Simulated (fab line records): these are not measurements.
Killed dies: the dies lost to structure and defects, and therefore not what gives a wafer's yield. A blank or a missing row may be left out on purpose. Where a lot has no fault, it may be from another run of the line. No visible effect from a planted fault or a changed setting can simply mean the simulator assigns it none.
Which of the tools did it? / flow gf180mcu / 11 lots, 33 wafers sampled, at 4 steps of a route of 602

## WHAT EACH GAUGE READ, for each wafer
GF_VT_IMPLANT_TW_MEAS_21. Usual: VT_IMPLANT_2_TW typically reads 1216, with standard deviation 12.
lot=L976; measured=day 6 08:43; on=filmMetro-03; VT_IMPLANT_2_TW=1223 1228 1230; flag=
lot=L977; measured=day 6 12:41; on=filmMetro-01; VT_IMPLANT_2_TW=1224 1222 1229; flag=
lot=L978; measured=day 6 17:17; on=filmMetro-01; VT_IMPLANT_2_TW=1233 1232 1223; flag=
lot=L979; measured=day 7 00:40; on=filmMetro-01; VT_IMPLANT_2_TW=1223 1210 1215; flag=
lot=L980; measured=day 7 06:20; on=filmMetro-01; VT_IMPLANT_2_TW=1216 1212 1212; flag=
lot=L981; measured=day 7 14:44; on=filmMetro-01; VT_IMPLANT_2_TW=1213 1217 1219; flag=
lot=L987; measured=day 9 06:05; on=filmMetro-02; VT_IMPLANT_2_TW=1358 1365 1363; flag=OFF
lot=L990; measured=day 10 00:11; on=filmMetro-03; VT_IMPLANT_2_TW=1386 1386 1385; flag=OFF
lot=L993; measured=day 10 19:05; on=filmMetro-03; VT_IMPLANT_2_TW=1218 1217 1217; flag=
lot=L995; measured=day 11 04:58; on=filmMetro-03; VT_IMPLANT_2_TW=1224 1220 1221; flag=
lot=L997; measured=day 11 16:25; on=filmMetro-02; VT_IMPLANT_2_TW=1196 1196 1200; flag=

GF_HV_LDD_TW_MEAS_38. Usual: HV_LDD_3_TW typically reads 1425, with standard deviation 12.
lot=L976; measured=day 11 19:13; on=filmMetro-02; HV_LDD_3_TW=1418 1416 1423; flag=
lot=L977; measured=day 12 02:44; on=filmMetro-02; HV_LDD_3_TW=1411 1411 1426; flag=
lot=L978; measured=day 12 02:28; on=filmMetro-02; HV_LDD_3_TW=1412 1407 1417; flag=
lot=L979; measured=day 12 20:07; on=filmMetro-02; HV_LDD_3_TW=1425 1417 1423; flag=
lot=L980; measured=day 13 06:10; on=filmMetro-04; HV_LDD_3_TW=1429 1430 1423; flag=
lot=L981; measured=day 13 12:00; on=filmMetro-04; HV_LDD_3_TW=1416 1414 1421; flag=
lot=L987; measured=day 15 08:18; on=filmMetro-02; HV_LDD_3_TW=1408 1418 1408; flag=
lot=L990; measured=day 16 00:25; on=filmMetro-01; HV_LDD_3_TW=1438 1449 1446; flag=
lot=L993; measured=day 17 06:22; on=filmMetro-02; HV_LDD_3_TW=1412 1417 1420; flag=
lot=L995; measured=day 17 16:01; on=filmMetro-02; HV_LDD_3_TW=1419 1423 1419; flag=
lot=L997; measured=day 18 08:13; on=filmMetro-04; HV_LDD_3_TW=1412 1419 1409; flag=

## TOOL THAT RAN EACH LOT (tool first, then ch and the chambers of the sampled wafers, then the start)
lot=L976; GF_MVSD_STRIP_10=plasmaAsher-03 ch 0,1, day 4 12:47; GF_VT_IMPLANT_IMPLANT_19=implanter-01 ch 0, day 6 08:28
lot=L977; GF_MVSD_STRIP_10=plasmaAsher-03 ch 0,1, day 4 16:04; GF_VT_IMPLANT_IMPLANT_19=implanter-01 ch 0, day 6 12:26
lot=L978; GF_MVSD_STRIP_10=plasmaAsher-03 ch 0,1, day 4 21:09; GF_VT_IMPLANT_IMPLANT_19=implanter-02 ch 0, day 6 17:04
lot=L979; GF_MVSD_STRIP_10=plasmaAsher-01 ch 0,1, day 5 03:23; GF_VT_IMPLANT_IMPLANT_19=implanter-01 ch 0, day 7 00:25
lot=L980; GF_MVSD_STRIP_10=plasmaAsher-04 ch 0,1, day 5 08:34; GF_VT_IMPLANT_IMPLANT_19=implanter-01 ch 0, day 7 06:05
lot=L981; GF_MVSD_STRIP_10=plasmaAsher-03 ch 0,1, day 5 16:37; GF_VT_IMPLANT_IMPLANT_19=implanter-03 ch 0, day 7 14:29
lot=L987; GF_MVSD_STRIP_10=plasmaAsher-03 ch 0, day 7 03:49; GF_VT_IMPLANT_IMPLANT_19=implanter-03 ch 0, day 9 05:50
lot=L990; GF_MVSD_STRIP_10=plasmaAsher-03 ch 0,1, day 7 20:21; GF_VT_IMPLANT_IMPLANT_19=implanter-03 ch 0, day 9 23:58
lot=L993; GF_MVSD_STRIP_10=plasmaAsher-04 ch 0,1, day 8 15:27; GF_VT_IMPLANT_IMPLANT_19=implanter-01 ch 0, day 10 18:52
lot=L995; GF_MVSD_STRIP_10=plasmaAsher-03 ch 0, day 9 01:28; GF_VT_IMPLANT_IMPLANT_19=implanter-02 ch 0, day 11 04:44
lot=L997; GF_MVSD_STRIP_10=plasmaAsher-03 ch 1, day 9 12:34; GF_VT_IMPLANT_IMPLANT_19=implanter-02 ch 0, day 11 16:11
- GF_MVSD_STRIP_10: strips in O2/N2.
- GF_VT_IMPLANT_IMPLANT_19

## WHAT THE TOOLS THEMSELVES READ (means of the sampled wafers that have a number; where no wafer has one, the mark that the record gives instead)
GF_MVSD_STRIP_10. Usual: drypumpMotorCurrentA 5.7 A, standard deviation 0.53; heaterPowerW 335 W, standard deviation 23; oesProductAu 0.723 a.u., standard deviation 0.0049; stripTimeToEndpointS 37.01 s, standard deviation 0.083.
lot=L976; tool=plasmaAsher-03; drypumpMotorCurrentA (A)=5.8; heaterPowerW (W)=337; oesProductAu (a.u.)=0.722; stripTimeToEndpointS (s)=36.93; flag=
lot=L977; tool=plasmaAsher-03; drypumpMotorCurrentA (A)=5.8; heaterPowerW (W)=337; oesProductAu (a.u.)=0.722; stripTimeToEndpointS (s)=36.96; flag=
lot=L978; tool=plasmaAsher-03; drypumpMotorCurrentA (A)=5.8; heaterPowerW (W)=340; oesProductAu (a.u.)=0.722; stripTimeToEndpointS (s)=37.00; flag=
lot=L979; tool=plasmaAsher-01; drypumpMotorCurrentA (A)=6.1; heaterPowerW (W)=386; oesProductAu (a.u.)=0.725; stripTimeToEndpointS (s)=36.92; flag=
lot=L980; tool=plasmaAsher-04; drypumpMotorCurrentA (A)=5.3; heaterPowerW (W)=318; oesProductAu (a.u.)=0.719; stripTimeToEndpointS (s)=37.03; flag=
lot=L981; tool=plasmaAsher-03; drypumpMotorCurrentA (A)=5.8; heaterPowerW (W)=333; oesProductAu (a.u.)=0.723; stripTimeToEndpointS (s)=37.00; flag=
lot=L987; tool=plasmaAsher-03; drypumpMotorCurrentA (A)=6.0; heaterPowerW (W)=351; oesProductAu (a.u.)=0.718; stripTimeToEndpointS (s)=37.03; flag=
lot=L990; tool=plasmaAsher-03; drypumpMotorCurrentA (A)=5.6; heaterPowerW (W)=332; oesProductAu (a.u.)=0.726; stripTimeToEndpointS (s)=37.03; flag=
lot=L993; tool=plasmaAsher-04; drypumpMotorCurrentA (A)=5.2; heaterPowerW (W)=323; oesProductAu (a.u.)=0.723; stripTimeToEndpointS (s)=37.01; flag=
lot=L995; tool=plasmaAsher-03; drypumpMotorCurrentA (A)=6.0; heaterPowerW (W)=342; oesProductAu (a.u.)=0.723; stripTimeToEndpointS (s)=36.91; flag=
lot=L997; tool=plasmaAsher-03; drypumpMotorCurrentA (A)=5.5; heaterPowerW (W)=320; oesProductAu (a.u.)=0.720; stripTimeToEndpointS (s)=36.96; flag=

GF_VT_IMPLANT_IMPLANT_19. Usual: doseIonsCm2 4.351e+12, standard deviation 4.5e+09; faradayCurrentUA 24.5, standard deviation 0.47.
lot=L976 tool=implanter-01 doseIonsCm2=4.356e+12 faradayCurrentUA=24.4 flag=
lot=L977 tool=implanter-01 doseIonsCm2=4.351e+12 faradayCurrentUA=24.6 flag=
lot=L978 tool=implanter-02 doseIonsCm2=4.347e+12 faradayCurrentUA=24.7 flag=
lot=L979 tool=implanter-01 doseIonsCm2=4.346e+12 faradayCurrentUA=24.7 flag=
lot=L980 tool=implanter-01 doseIonsCm2=4.350e+12 faradayCurrentUA=24.4 flag=
lot=L981 tool=implanter-03 doseIonsCm2=4.346e+12 faradayCurrentUA=24.0 flag=
lot=L987 tool=implanter-03 doseIonsCm2=6.598e+12 faradayCurrentUA=37.1 flag=OFF
lot=L990 tool=implanter-03 doseIonsCm2=6.594e+12 faradayCurrentUA=37.0 flag=OFF
lot=L993 tool=implanter-01 doseIonsCm2=4.353e+12 faradayCurrentUA=24.4 flag=
lot=L995 tool=implanter-02 doseIonsCm2=4.356e+12 faradayCurrentUA=24.4 flag=
lot=L997 tool=implanter-02 doseIonsCm2=4.354e+12 faradayCurrentUA=24.7 flag=

## THE ANSWER, worked out from the rows above alone
Rule: a lot counts as off when the mean over its wafers that have a number is more than 3 standard deviations away from the usual mean. Also off: a lot with no number at a reading for which 4 or more lots have one. The other lots that the step has rows for count as sound. First the gauges in route order, then the tools' own readings, where a lot's mean is used as printed above. The first step at which some lot is off is used, and at that step the reading that is off furthest; a lot without a number counts as furthest.
Off: at GF_VT_IMPLANT_TW_MEAS_21 (VT_IMPLANT_2_TW), L987, L990.
If a tool, at a process step before that reading, ran all the lots that are off and no sound lot after the first of them, it fits. Not tried: the gauges at GF_VT_IMPLANT_TW_MEAS_21; whatever is off there is also off at GF_VT_IMPLANT_IMPLANT_19, on other tools, and gauge error can't account for it. One fits: implanter-03 at GF_VT_IMPLANT_IMPLANT_19. Its last sound lot is L981 (day 7 14:29), its first lot that is off L987 (day 9 05:50): a fault that began between those two fits.
The tool's own readings at GF_VT_IMPLANT_IMPLANT_19 bear it out: on the lots that are off they differ by more than 5 times the standard deviation of the sound lots' means. doseIonsCm2 reads 6.596e+12 there against 4.351e+12 on the sound lots; faradayCurrentUA reads 37.0 there against 24.5 on the sound lots.

## WHAT THE SIMULATOR HAD PUT IN
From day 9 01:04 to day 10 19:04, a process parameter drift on implanter-03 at GF_VT_IMPLANT_IMPLANT_19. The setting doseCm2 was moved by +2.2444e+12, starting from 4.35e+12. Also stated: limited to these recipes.
Shown lots that were struck: L987, L990. The same result came from the rule above.
